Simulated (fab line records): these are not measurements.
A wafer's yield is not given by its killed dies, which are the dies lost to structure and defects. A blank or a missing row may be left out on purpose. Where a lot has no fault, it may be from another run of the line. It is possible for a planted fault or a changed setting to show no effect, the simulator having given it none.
Matching of chambers ; flow gf180mcu ; GF_POLY_GATE_ETCH_13 on rieSi-01: 4 sister chambers
The step etches poly-Si in HBr/Cl2, stops on SiO2, target depth 198.5 nm, time 69.6 s. 4 wafers are shown with their chamber, then 7 later ones without.

## WAFERS PAIRED WITH THEIR CHAMBERS
wafer;chamber;throttleValvePct (%)
L553.1;1;33.686
L553.3;3;33.684
L554.2;2;33.696
L554.3;0;33.676

## WAFERS WHOSE CHAMBER IS MISSING
wafer;throttleValvePct (%)
L554.6;33.687
L555.1;33.678
L555.2;33.684
L555.3;33.674
L556.2;33.668
L556.3;33.693
L556.4;33.682

## WHICH CHAMBER EACH ONE RAN IN
wafer;from the rows above;in truth
L554.6;can't be placed: 1 or 3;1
L555.1;can't be placed: 0 or 3 or 1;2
L555.2;can't be placed: 3 or 1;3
L555.3;0;0
L556.2;0;0
L556.3;can't be placed: 2 or 1 or 3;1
L556.4;can't be placed: 3 or 1 or 0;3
Correctly placed: 2 of 7. Can't be placed from these rows: 5 (the true chamber is among the candidates in 4). 0 placed wrongly.
How it was worked out, from the rows above alone: a wafer's distance from a chamber is the root of the sum, over the readings, of the square of ((its reading less the chamber's mean) divided by the reading's scatter). The wafer belongs to the nearest chamber; if the next one is less than 2 further off, it can't be placed. The mean given for a chamber averages the wafers shown for that chamber. The scatter: with one shown wafer a chamber, the root of the mean of the squares of how far each hidden wafer lies from its nearest shown one.
